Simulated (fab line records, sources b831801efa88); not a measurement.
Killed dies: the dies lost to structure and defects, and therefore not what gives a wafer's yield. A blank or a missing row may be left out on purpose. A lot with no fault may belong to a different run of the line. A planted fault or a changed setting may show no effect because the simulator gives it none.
fab line records + flow gf180mcu
record
- lots=13
- wafers=39
- last-day=34
route steps=602 shown STI@25 NWELL@49 MVPSD@86 VT_IMPLANT@108
lots with no fault: from the same line, run without faults
start-h: hours from the record's opening day to when the first of the lot's shown wafers began + wait-h: time in hours since the lot's previous step + " same as the row above + L1.1+2: several wafers, shown together as one row + - no value present, or no start provided + * or withheld: withheld + < > ~ a bound
route shown NAME@n: NAME is a module with steps in the file, n the number in the route of the first one + usual: mean/standard deviation taken from wafers without a fault + same: alike in all rows + chamber/n: place in a boat + sites: per-site readings + _std_site: how widely they spread, as a standard deviation + _edge_site: the outer-site mean with the inner-site mean subtracted + radius-mm: for every site, how far away it sits from the centre of the wafer + mask NAME#n: copy n + behind: the most recent tool/chamber to have shaped the wafer + hold: why the lot went on hold/how many hours it stayed there/how the hold came to an end + device: the transistor (n, p or np) that didn't switch + end of line: the route-end tests of the same wafers + a step with no rows: only its recipe + killed: not the wafer's yield, but the dies lost to structure and defects at the first sort + map: a wafer's dies, x killed, . not, _ none there
set.NAME: the run value of the setting; set.NAME@STEP: its run value at that earlier step + model.NAME: the simulator's own value behind a step, which no gauge read
route steps across a sampled set of lots; one table per step, one row per wafer
services: the hour from which a tool's chamber was out of use, counted from the record's first day as start-h (under 0 if before that day), plus the number of hours and why
## steps
# step GF_STI_THK_MEAS_24
# recipe
- reads=SiO2_of_STI_CVD_23
# usual
- STI_CVD_23_THK=621/5.9
| lot.wafer | tool          | chamber | start-h | wait-h | STI_CVD_23_THK[nm] |
|-----------|---------------|---------|---------|--------|--------------------|
| L832.1    | film-metro-01 | -       | 28.95   | 0.0    | 611                |
| L832.4    | "             | -       | "       | "      | 615                |
| L832.6    | "             | -       | "       | "      | 623                |
| L834.2    | film-metro-01 | -       | 38.43   | 0.0    | 631                |
| L834.3    | "             | -       | "       | "      | 622                |
| L834.4    | "             | -       | "       | "      | 619                |
| L835.1    | film-metro-01 | -       | 43.04   | 0.0    | 620                |
| L835.2    | "             | -       | "       | "      | 624                |
| L835.6    | "             | -       | "       | "      | 624                |
| L838.1    | film-metro-04 | -       | 57.79   | 0.0    | 618                |
| L838.4    | "             | -       | "       | "      | 613                |
| L838.6    | "             | -       | "       | "      | 613                |
| L839.1    | film-metro-04 | -       | 64.40   | 0.0    | 634                |
| L839.5    | "             | -       | "       | "      | 618                |
| L839.6    | "             | -       | "       | "      | 629                |
| L840.3    | film-metro-02 | -       | 70.74   | 0.1    | 621                |
| L840.4    | "             | -       | "       | "      | 621                |
| L840.5    | "             | -       | "       | "      | 614                |
| L841.1    | film-metro-02 | -       | 73.34   | 0.0    | 623                |
| L841.2    | "             | -       | "       | "      | 621                |
| L841.3    | "             | -       | "       | "      | 624                |
| L844.2    | film-metro-02 | -       | 89.63   | 0.0    | 623                |
| L844.3    | "             | -       | "       | "      | 622                |
| L844.4    | "             | -       | "       | "      | 624                |
| L849.1    | film-metro-04 | -       | 117.17  | 0.0    | 615                |
| L849.3    | "             | -       | "       | "      | 615                |
| L849.4    | "             | -       | "       | "      | 615                |
| L851.2    | film-metro-02 | -       | 126.31  | 0.0    | 615                |
| L851.3    | "             | -       | "       | "      | 616                |
| L851.4    | "             | -       | "       | "      | 614                |
| L852.1    | film-metro-01 | -       | 133.06  | 0.0    | 621                |
| L852.2    | "             | -       | "       | "      | 616                |
| L852.3    | "             | -       | "       | "      | 615                |
| L854.1    | film-metro-01 | -       | 144.33  | 0.0    | 613                |
| L854.2    | "             | -       | "       | "      | 620                |
| L854.5    | "             | -       | "       | "      | 613                |
| L855.1    | film-metro-04 | -       | 151.29  | 0.0    | 620                |
| L855.3    | "             | -       | "       | "      | 611                |
| L855.6    | "             | -       | "       | "      | 612                |
# step GF_NWELL_OVL_MEAS_07
# usual
- NWELL_OVL=-1.0/1.4
| lot.wafer | tool       | chamber | start-h | wait-h | NWELL_OVL[nm] |
|-----------|------------|---------|---------|--------|---------------|
| L832.1    | overlay-02 | -       | 56.13   | -      | 0.7           |
| L832.4    | "          | -       | "       | "      | -1.1          |
| L832.6    | "          | -       | "       | "      | 0.1           |
| L834.2    | overlay-02 | -       | 66.99   | -      | 0.9           |
| L834.3    | "          | -       | "       | "      | 0.0           |
| L834.4    | "          | -       | "       | "      | -0.7          |
| L835.1    | overlay-02 | -       | 71.53   | -      | -1.1          |
| L835.2    | "          | -       | "       | "      | -0.5          |
| L835.6    | "          | -       | "       | "      | -2.2          |
| L838.1    | overlay-01 | -       | 87.80   | -      | -1.8          |
| L838.4    | "          | -       | "       | "      | -2.3          |
| L838.6    | "          | -       | "       | "      | -2.8          |
| L839.1    | overlay-02 | -       | 93.83   | -      | -0.5          |
| L839.5    | "          | -       | "       | "      | 1.0           |
| L839.6    | "          | -       | "       | "      | 0.8           |
| L840.3    | overlay-01 | -       | 100.24  | -      | -0.9          |
| L840.4    | "          | -       | "       | "      | -0.3          |
| L840.5    | "          | -       | "       | "      | 0.4           |
| L841.1    | overlay-02 | -       | 102.88  | -      | 1.2           |
| L841.2    | "          | -       | "       | "      | 1.0           |
| L841.3    | "          | -       | "       | "      | -0.3          |
| L844.2    | overlay-01 | -       | 120.81  | -      | -0.5          |
| L844.3    | "          | -       | "       | "      | 1.2           |
| L844.4    | "          | -       | "       | "      | -0.7          |
| L849.1    | overlay-01 | -       | 150.33  | -      | -3.5          |
| L849.3    | "          | -       | "       | "      | -2.9          |
| L849.4    | "          | -       | "       | "      | -1.0          |
| L851.2    | overlay-01 | -       | 161.93  | -      | 0.9           |
| L851.3    | "          | -       | "       | "      | -1.9          |
| L851.4    | "          | -       | "       | "      | -1.6          |
| L852.1    | overlay-01 | -       | 171.43  | -      | -4.3          |
| L852.2    | "          | -       | "       | "      | -3.3          |
| L852.3    | "          | -       | "       | "      | -1.7          |
| L854.1    | overlay-01 | -       | 182.70  | -      | 2.0           |
| L854.2    | "          | -       | "       | "      | 1.8           |
| L854.5    | "          | -       | "       | "      | 0.9           |
| L855.1    | overlay-01 | -       | 187.18  | -      | 1.4           |
| L855.3    | "          | -       | "       | "      | 1.3           |
| L855.6    | "          | -       | "       | "      | 1.1           |
# step GF_MVPSD_IMPLANT_08
# recipe
- species=B
- energy-kev=170
- dose-cm2=1.5e+13
- tilt-deg=0
# usual
- dose-ions-cm2=1.4999e+13/1.6e+10
- faraday-current-uA=84.5/1.6
| lot.wafer | tool         | chamber | start-h | wait-h | dose-ions-cm2 | faraday-current-uA |
|-----------|--------------|---------|---------|--------|---------------|--------------------|
| L832.1    | implanter-03 | 0       | 96.36   | 0.0    | 1.5016e+13    | 84.6               |
| L832.4    | "            | 0       | "       | "      | 1.5007e+13    | 85.8               |
| L832.6    | "            | 0       | "       | "      | 1.5022e+13    | 82.7               |
| L834.2    | implanter-03 | 0       | 109.41  | 0.0    | 1.4985e+13    | 84.6               |
| L834.3    | "            | 0       | "       | "      | 1.5025e+13    | 84.5               |
| L834.4    | "            | 0       | "       | "      | 1.4991e+13    | 81.6               |
| L835.1    | implanter-02 | 0       | 111.84  | 0.0    | 1.5007e+13    | 83.0               |
| L835.2    | "            | 0       | "       | "      | 1.5015e+13    | 85.0               |
| L835.6    | "            | 0       | "       | "      | 1.5003e+13    | 85.5               |
| L838.1    | implanter-03 | 0       | 131.16  | 0.0    | 1.4993e+13    | 85.5               |
| L838.4    | "            | 0       | "       | "      | 1.4975e+13    | 84.0               |
| L838.6    | "            | 0       | "       | "      | 1.4998e+13    | 85.4               |
| L839.1    | implanter-03 | 0       | 137.29  | 0.0    | 1.5009e+13    | 85.1               |
| L839.5    | "            | 0       | "       | "      | 1.4976e+13    | 86.6               |
| L839.6    | "            | 0       | "       | "      | 1.5011e+13    | 87.6               |
| L840.3    | implanter-02 | 0       | 143.76  | 0.1    | 1.4984e+13    | 83.1               |
| L840.4    | "            | 0       | "       | "      | 1.5007e+13    | 82.9               |
| L840.5    | "            | 0       | "       | "      | 1.4994e+13    | 81.9               |
| L841.1    | implanter-03 | 0       | 152.24  | 0.0    | 5.711e+12     | 31.5               |
| L841.2    | "            | 0       | "       | "      | 5.689e+12     | 32.7               |
| L841.3    | "            | 0       | "       | "      | 5.691e+12     | 31.6               |
| L844.2    | implanter-03 | 0       | 165.74  | 0.0    | 5.69e+12      | 32.1               |
| L844.3    | "            | 0       | "       | "      | 5.681e+12     | 32.9               |
| L844.4    | "            | 0       | "       | "      | 5.687e+12     | 32.5               |
| L849.1    | implanter-02 | 0       | 197.94  | 0.0    | 1.4986e+13    | 86.6               |
| L849.3    | "            | 0       | "       | "      | 1.4975e+13    | 85.0               |
| L849.4    | "            | 0       | "       | "      | 1.4999e+13    | 83.8               |
| L851.2    | implanter-02 | 0       | 211.31  | 0.0    | 1.4973e+13    | 80.7               |
| L851.3    | "            | 0       | "       | "      | 1.4984e+13    | 84.5               |
| L851.4    | "            | 0       | "       | "      | 1.4991e+13    | 86.5               |
| L852.1    | implanter-03 | 0       | 222.41  | 0.0    | 1.4995e+13    | 87.1               |
| L852.2    | "            | 0       | "       | "      | 1.4997e+13    | 84.5               |
| L852.3    | "            | 0       | "       | "      | 1.4997e+13    | 83.7               |
| L854.1    | implanter-02 | 0       | 232.81  | 0.0    | 1.4986e+13    | 83.8               |
| L854.2    | "            | 0       | "       | "      | 1.4984e+13    | 85.1               |
| L854.5    | "            | 0       | "       | "      | 1.5006e+13    | 84.1               |
| L855.1    | implanter-02 | 0       | 240.51  | 0.0    | 1.5009e+13    | 83.4               |
| L855.3    | "            | 0       | "       | "      | 1.4999e+13    | 81.1               |
| L855.6    | "            | 0       | "       | "      | 1.5e+13       | 85.1               |
# step GF_MVPSD_TW_MEAS_11
# usual
- MVPSD_TW=554/4.8
| lot.wafer | tool          | chamber | start-h | wait-h | MVPSD_TW |
|-----------|---------------|---------|---------|--------|----------|
| L832.1    | film-metro-03 | -       | 96.76   | 0.1    | 558      |
| L832.4    | "             | -       | "       | "      | 554      |
| L832.6    | "             | -       | "       | "      | 556      |
| L834.2    | film-metro-01 | -       | 109.80  | 0.1    | 552      |
| L834.3    | "             | -       | "       | "      | 551      |
| L834.4    | "             | -       | "       | "      | 553      |
| L835.1    | film-metro-03 | -       | 112.24  | 0.1    | 558      |
| L835.2    | "             | -       | "       | "      | 558      |
| L835.6    | "             | -       | "       | "      | 559      |
| L838.1    | film-metro-03 | -       | 131.56  | 0.1    | 557      |
| L838.4    | "             | -       | "       | "      | 560      |
| L838.6    | "             | -       | "       | "      | 560      |
| L839.1    | film-metro-04 | -       | 137.69  | 0.1    | 546      |
| L839.5    | "             | -       | "       | "      | 547      |
| L839.6    | "             | -       | "       | "      | 546      |
| L840.3    | film-metro-03 | -       | 144.13  | 0.1    | 559      |
| L840.4    | "             | -       | "       | "      | 560      |
| L840.5    | "             | -       | "       | "      | 562      |
| L841.1    | film-metro-03 | -       | 152.64  | 0.1    | 445      |
| L841.2    | "             | -       | "       | "      | 446      |
| L841.3    | "             | -       | "       | "      | 448      |
| L844.2    | film-metro-01 | -       | 166.12  | 0.1    | 443      |
| L844.3    | "             | -       | "       | "      | 441      |
| L844.4    | "             | -       | "       | "      | 441      |
| L849.1    | film-metro-04 | -       | 198.34  | 0.1    | 550      |
| L849.3    | "             | -       | "       | "      | 548      |
| L849.4    | "             | -       | "       | "      | 548      |
| L851.2    | film-metro-04 | -       | 211.70  | 0.1    | 550      |
| L851.3    | "             | -       | "       | "      | 546      |
| L851.4    | "             | -       | "       | "      | 550      |
| L852.1    | film-metro-04 | -       | 222.81  | 0.1    | 550      |
| L852.2    | "             | -       | "       | "      | 547      |
| L852.3    | "             | -       | "       | "      | 548      |
| L854.1    | film-metro-01 | -       | 233.21  | 0.1    | 555      |
| L854.2    | "             | -       | "       | "      | 551      |
| L854.5    | "             | -       | "       | "      | 550      |
| L855.1    | film-metro-03 | -       | 240.91  | 0.1    | 558      |
| L855.3    | "             | -       | "       | "      | 559      |
| L855.6    | "             | -       | "       | "      | 559      |
# step GF_VT_IMPLANT_OVL_MEAS_18
# usual
- VT_IMPLANT_01_OVL=-0.7/1.2
| lot.wafer | tool       | chamber | start-h | wait-h | VT_IMPLANT_01_OVL[nm] |
|-----------|------------|---------|---------|--------|-----------------------|
| L832.1    | overlay-02 | -       | 124.68  | 0.1    | -0.1                  |
| L832.4    | "          | -       | "       | "      | -2.4                  |
| L832.6    | "          | -       | "       | "      | -0.9                  |
| L834.2    | overlay-01 | -       | 138.16  | 0.1    | -0.2                  |
| L834.3    | "          | -       | "       | "      | 0.6                   |
| L834.4    | "          | -       | "       | "      | -1.5                  |
| L835.1    | overlay-02 | -       | 140.35  | 0.1    | -0.7                  |
| L835.2    | "          | -       | "       | "      | -2.1                  |
| L835.6    | "          | -       | "       | "      | -0.6                  |
| L838.1    | overlay-02 | -       | 161.15  | 0.1    | -0.3                  |
| L838.4    | "          | -       | "       | "      | 1.0                   |
| L838.6    | "          | -       | "       | "      | -1.2                  |
| L839.1    | overlay-02 | -       | 167.58  | 0.1    | 0.0                   |
| L839.5    | "          | -       | "       | "      | -0.8                  |
| L839.6    | "          | -       | "       | "      | -0.1                  |
| L840.3    | overlay-01 | -       | 174.29  | 0.1    | -2.0                  |
| L840.4    | "          | -       | "       | "      | -3.3                  |
| L840.5    | "          | -       | "       | "      | -0.4                  |
| L841.1    | overlay-02 | -       | 184.53  | 0.1    | -1.0                  |
| L841.2    | "          | -       | "       | "      | -0.6                  |
| L841.3    | "          | -       | "       | "      | -0.4                  |
| L844.2    | overlay-02 | -       | 197.29  | 0.1    | -1.2                  |
| L844.3    | "          | -       | "       | "      | 0.4                   |
| L844.4    | "          | -       | "       | "      | -0.5                  |
| L849.1    | overlay-02 | -       | 232.78  | 0.1    | 0.1                   |
| L849.3    | "          | -       | "       | "      | 0.2                   |
| L849.4    | "          | -       | "       | "      | 0.3                   |
| L851.2    | overlay-01 | -       | 246.43  | 0.1    | -0.9                  |
| L851.3    | "          | -       | "       | "      | 2.0                   |
| L851.4    | "          | -       | "       | "      | 0.0                   |
| L852.1    | overlay-01 | -       | 258.88  | 0.1    | -2.1                  |
| L852.2    | "          | -       | "       | "      | -3.0                  |
| L852.3    | "          | -       | "       | "      | -0.5                  |
| L854.1    | overlay-01 | -       | 269.83  | 0.1    | -1.9                  |
| L854.2    | "          | -       | "       | "      | 0.3                   |
| L854.5    | "          | -       | "       | "      | 0.1                   |
| L855.1    | overlay-01 | -       | 277.93  | 0.1    | -0.5                  |
| L855.3    | "          | -       | "       | "      | -0.7                  |
| L855.6    | "          | -       | "       | "      | 0.0                   |
# step GF_VT_IMPLANT_RS_MEAS_49
# recipe
- thk-meas-gauge=four-point-probe
# usual
- MVPSD_RS=1170.3/2.9
| lot.wafer | tool          | chamber | start-h | wait-h | MVPSD_RS[ohm/sq] |
|-----------|---------------|---------|---------|--------|------------------|
| L832.1    | film-metro-03 | -       | 155.44  | 0.1    | 1175.0           |
| L832.4    | "             | -       | "       | "      | 1174.6           |
| L832.6    | "             | -       | "       | "      | 1175.2           |
| L834.2    | film-metro-03 | -       | 170.01  | 0.1    | 1168.9           |
| L834.3    | "             | -       | "       | "      | 1169.5           |
| L834.4    | "             | -       | "       | "      | 1172.6           |
| L835.1    | film-metro-04 | -       | 171.19  | 0.1    | 1170.0           |
| L835.2    | "             | -       | "       | "      | 1168.8           |
| L835.6    | "             | -       | "       | "      | 1164.2           |
| L838.1    | film-metro-04 | -       | 193.01  | 0.1    | 1168.7           |
| L838.4    | "             | -       | "       | "      | 1166.6           |
| L838.6    | "             | -       | "       | "      | 1167.7           |
| L839.1    | film-metro-03 | -       | 201.14  | 0.1    | 1174.0           |
| L839.5    | "             | -       | "       | "      | 1170.5           |
| L839.6    | "             | -       | "       | "      | 1180.4           |
| L840.3    | film-metro-01 | -       | 208.67  | 0.1    | 1173.3           |
| L840.4    | "             | -       | "       | "      | 1169.7           |
| L840.5    | "             | -       | "       | "      | 1171.2           |
| L841.1    | film-metro-04 | -       | 218.61  | 0.1    | 1848.7           |
| L841.2    | "             | -       | "       | "      | 1850.5           |
| L841.3    | "             | -       | "       | "      | 1845.8           |
| L844.2    | film-metro-04 | -       | 233.51  | 0.1    | 1845.0           |
| L844.3    | "             | -       | "       | "      | 1852.4           |
| L844.4    | "             | -       | "       | "      | 1849.7           |
| L849.1    | film-metro-01 | -       | 270.46  | 0.1    | 1172.4           |
| L849.3    | "             | -       | "       | "      | 1172.3           |
| L849.4    | "             | -       | "       | "      | 1172.7           |
| L851.2    | film-metro-04 | -       | 284.70  | 0.1    | 1169.5           |
| L851.3    | "             | -       | "       | "      | 1169.4           |
| L851.4    | "             | -       | "       | "      | 1167.9           |
| L852.1    | film-metro-03 | -       | 298.01  | 0.1    | 1171.2           |
| L852.2    | "             | -       | "       | "      | 1169.5           |
| L852.3    | "             | -       | "       | "      | 1169.6           |
| L854.1    | film-metro-04 | -       | 310.66  | 0.1    | 1170.3           |
| L854.2    | "             | -       | "       | "      | 1169.4           |
| L854.5    | "             | -       | "       | "      | 1172.0           |
| L855.1    | film-metro-03 | -       | 320.06  | 0.1    | 1173.1           |
| L855.3    | "             | -       | "       | "      | 1171.0           |
| L855.6    | "             | -       | "       | "      | 1171.7           |
## services
| tool         | chamber | start-h | hours | kind   |
|--------------|---------|---------|-------|--------|
| implanter-02 | -       | 120.22  | 4.9   | pm     |
| implanter-03 | -       | 128.75  | 1.9   | repair |
| implanter-03 | -       | 150.57  | 1.6   | repair |
| implanter-02 | -       | 159.49  | 2.9   | repair |
| implanter-02 | -       | 159.91  | 9.7   | repair |
| implanter-03 | -       | 222.71  | 3.8   | pm     |
## key
first-sign
- step=GF_MVPSD_IMPLANT_08
- reading=dose-ions-cm2
- direction=down
- sigmas=99+
- usual=1.4999e+13
- struck=5.691e+12
effect
- step=GF_MVPSD_IMPLANT_08
- reading=faraday-current-uA
- direction=down
- sigmas=33
- usual=84.5
- struck=32.2
effect
- step=GF_MVPSD_TW_MEAS_11
- reading=MVPSD_TW
- direction=down
- sigmas=23
- usual=554
- struck=444
effect
- step=GF_VT_IMPLANT_RS_MEAS_49
- reading=MVPSD_RS
- direction=up
- sigmas=99+
- usual=1170.3
- struck=1848.7
met-at GF_MVPSD_IMPLANT_08
struck-lots L841,L844
tester-left-out L841,L844
not-acting-at GF_STI_THK_MEAS_24,GF_NWELL_OVL_MEAS_07,GF_VT_IMPLANT_OVL_MEAS_18
onset-between 137.29 152.24
fault
- kind=process-parameter-drift
- tool=implanter-03
- chamber=-
- onset-h=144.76
- steps=GF_MVPSD_IMPLANT_08
- channel=dose-cm2
- offset=-9.3068e+12
- shape=step
- end-h=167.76
- acts-in=these-recipes-only
- stated=1.5e+13
# tester-left-out: of these lots the tester's yield and bins aren't shown, on N5 and GAA mostly nor the transistor test; their killed dies are dies lost to structure and defects alone, not to doping, threshold or leakage, so they don't give the yield
